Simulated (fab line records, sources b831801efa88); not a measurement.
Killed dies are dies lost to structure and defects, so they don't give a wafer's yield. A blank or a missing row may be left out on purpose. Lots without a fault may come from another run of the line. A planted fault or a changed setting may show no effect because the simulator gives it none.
Which tool did it? | flow sky130 | 12 lots, 36 wafers sampled, at 5 steps of a route of 708

WHAT THE GAUGES READ, wafer by wafer
SKY_VIA1_THK_MEAS_01.
lot  | measured     | on            | VIA1_HDPCVD_THK (nm)
L221 | day 33 00:02 | film_metro-02 | 1026 1024 1014
L222 | day 33 07:57 | film_metro-03 | 1021 1027 1018
L223 | day 33 18:38 | film_metro-01 | 1049 1058 1060
L224 | day 34 04:00 | film_metro-03 | 1049 1042 1052
L225 | day 34 04:58 | film_metro-02 | 1048 1041 1055
L228 | day 35 14:39 | film_metro-01 | 1055 1040 1032
L229 | day 35 17:19 | film_metro-03 | 1004 1039 1018
L234 | day 37 05:55 | film_metro-03 | 1054 1036 1039
L238 | day 38 11:24 | film_metro-01 | 1036 1031 1014
L239 | day 38 14:06 | film_metro-03 | 1068 1049 1055
L240 | day 39 00:35 | film_metro-03 | 1023 1039 1025
L243 | day 40 06:28 | film_metro-02 | 991 1016 1020

SKY_VIA1_RS_MEAS_22: measures by four-point-probe.
lot  | measured     | on            | VIA1_W_RS (ohm/sq)
L221 | day 34 05:00 | film_metro-01 | 0.422 0.437 0.422
L222 | day 34 11:44 | film_metro-03 | 0.435 0.421 0.440
L223 | day 34 22:23 | film_metro-02 | 0.424 0.439 0.440
L224 | day 35 07:43 | film_metro-01 | 0.424 0.418 0.421
L225 | day 35 08:21 | film_metro-01 | 0.425 0.417 0.422
L228 | day 36 18:20 | film_metro-01 | 0.414 0.418 0.420
L229 | day 36 20:50 | film_metro-01 | 0.423 0.425 0.437
L234 | day 38 09:38 | film_metro-02 | 0.424 0.426 0.425
L238 | day 39 13:17 | film_metro-02 | 0.433 0.435 0.433
L239 | day 39 16:04 | film_metro-02 | 0.430 0.429 0.429
L240 | day 40 02:33 | film_metro-01 | 0.429 0.430 0.429
L243 | day 41 08:30 | film_metro-03 | 0.429 0.424 0.435

SKY_METAL2_CD_MEAS_15: target cd 140 nm.
lot  | measured     | on        | cd_nm (nm)
L221 | day 35 08:47 | cd_sem-01 | 139.7 140.2 140.7
L222 | day 35 14:41 | cd_sem-01 | 138.0 139.0 137.7
L223 | day 36 01:29 | cd_sem-02 | 139.8 139.1 140.2
L224 | day 36 10:19 | cd_sem-02 | 138.7 138.2 139.0
L225 | day 36 10:56 | cd_sem-01 | 140.8 137.6 139.4
L228 | day 37 21:38 | cd_sem-02 | 139.1 139.6 141.5
L229 | day 37 23:18 | cd_sem-01 | 141.1 140.1 140.0
L234 | day 39 11:03 | cd_sem-02 | 157.2 156.7 155.0
L238 | day 40 14:29 | cd_sem-02 | 152.6 153.4 152.4
L239 | day 40 17:26 | cd_sem-01 | 136.6 138.8 137.6
L240 | day 41 03:41 | cd_sem-01 | 140.0 140.7 141.0
L243 | day 42 08:53 | cd_sem-02 | 139.3 140.2 140.9

WHICH TOOL RAN EACH LOT (tool, then ch and the chambers of the sampled wafers, then the start)
lot  | SKY_VIA1_STRIP_16                    | SKY_METAL2_EXPOSE_12
L221 | plasma_asher-02 ch 0,1, day 34 03:49 | krf_scanner-01 ch 0, day 34 19:10
L222 | plasma_asher-03 ch 0, day 34 10:36   | krf_scanner-02 ch 0, day 35 02:06
L223 | plasma_asher-03 ch 0,1, day 34 21:39 | krf_scanner-01 ch 0, day 35 12:51
L224 | plasma_asher-01 ch 0,1, day 35 06:56 | krf_scanner-02 ch 0, day 35 20:56
L225 | plasma_asher-02 ch 0,1, day 35 07:34 | krf_scanner-01 ch 0, day 35 21:27
L228 | plasma_asher-03 ch 0, day 36 17:15   | krf_scanner-02 ch 0, day 37 08:52
L229 | plasma_asher-02 ch 0,1, day 36 19:58 | krf_scanner-02 ch 0, day 37 10:59
L234 | plasma_asher-01 ch 0,1, day 38 08:52 | krf_scanner-02 ch 0, day 38 22:55
L238 | plasma_asher-03 ch 0,1, day 39 12:32 | krf_scanner-02 ch 0, day 40 02:25
L239 | plasma_asher-02 ch 0,1, day 39 15:19 | krf_scanner-01 ch 0, day 40 04:51
L240 | plasma_asher-02 ch 0,1, day 40 01:46 | krf_scanner-01 ch 0, day 40 15:59
L243 | plasma_asher-02 ch 0,1, day 41 07:45 | krf_scanner-01 ch 0, day 41 21:49
- SKY_VIA1_STRIP_16: strips in O2/N2.
- SKY_METAL2_EXPOSE_12: exposes mask MM2, target cd 140 nm.

WHAT THE TOOLS THEMSELVES READ (means of the sampled wafers that have a number; where no wafer has one, the mark that the record gives instead)
SKY_VIA1_STRIP_16.
lot  | tool            | drypump_motor_current_A (A) | oes_product_au (a.u.) | strip_time_to_endpoint_s (s)
L221 | plasma_asher-02 | 6.17                        | 0.414                 | 4.46
L222 | plasma_asher-03 | 5.71                        | 0.416                 | 4.48
L223 | plasma_asher-03 | 6.00                        | 0.419                 | 4.49
L224 | plasma_asher-01 | 5.69                        | 0.418                 | 4.49
L225 | plasma_asher-02 | 6.25                        | 0.415                 | 4.50
L228 | plasma_asher-03 | 5.71                        | 0.412                 | 4.46
L229 | plasma_asher-02 | 6.24                        | 0.412                 | 4.45
L234 | plasma_asher-01 | 5.60                        | 0.418                 | 4.44
L238 | plasma_asher-03 | 5.87                        | 0.416                 | 4.47
L239 | plasma_asher-02 | 6.15                        | 0.416                 | 4.48
L240 | plasma_asher-02 | 6.15                        | 0.416                 | 4.48
L243 | plasma_asher-02 | 6.16                        | 0.415                 | 4.50

SKY_METAL2_EXPOSE_12.
lot  | tool           | exposure_dose_mJ_cm2
L221 | krf_scanner-01 | 27.99
L222 | krf_scanner-02 | 27.99
L223 | krf_scanner-01 | 28.00
L224 | krf_scanner-02 | 27.95
L225 | krf_scanner-01 | 27.97
L228 | krf_scanner-02 | 27.99
L229 | krf_scanner-02 | 27.96
L234 | krf_scanner-02 | 25.61
L238 | krf_scanner-02 | 26.13
L239 | krf_scanner-01 | 27.96
L240 | krf_scanner-01 | 27.98
L243 | krf_scanner-01 | 28.01

THE ANSWER, worked out from the rows above alone
Rule: what is usual is taken from the lots themselves. Put in order of their means at a reading, lots are off if they are a third of the lots or fewer, leave a main group of 4 or more, and stand apart from it by a gap of 3 or more times the standard deviation of the main group's means; of several such gaps the widest counts. A main group whose means are all the same, to the digits that the tables above print for the reading, isn't used. A lot without any number at a reading at which 4 lots or more have one is off too. The other lots that the step has rows for count as sound. The gauges are gone through in route order, then the tools' own readings, and for those a lot's mean is taken as printed above. The first step at which some lot is off is used, and at that step the reading that is off furthest; a lot without a number counts as furthest.
Off: L234, L238, at SKY_METAL2_CD_MEAS_15 (cd_nm). The main group: mean 139.5 nm, standard deviation 0.95.
A tool fits if, at a process step before that reading, it ran every lot that is off, and no sound lot after the first of them. The gauges at SKY_METAL2_CD_MEAS_15 aren't tried: what is off there is off at SKY_METAL2_EXPOSE_12 too, on other tools, and a gauge's error can't cause that. One fits: krf_scanner-02 at SKY_METAL2_EXPOSE_12. Its last sound lot is L229 (day 37 10:59), its first lot that is off L234 (day 38 22:55): a fault that began between those two fits.
The tool's own readings at SKY_METAL2_EXPOSE_12 bear it out: on the lots that are off they differ by more than 5 times the standard deviation of the sound lots' means. exposure_dose_mJ_cm2 reads 25.87 there against 27.98 on the sound lots.

WHAT THE SIMULATOR HAD PUT IN
Process parameter drift: krf_scanner-02, from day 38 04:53 on, at SKY_METAL2_EXPOSE_12. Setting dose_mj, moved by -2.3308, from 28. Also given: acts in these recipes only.
Lots struck among those shown: L234, L238. The rule above found the same.
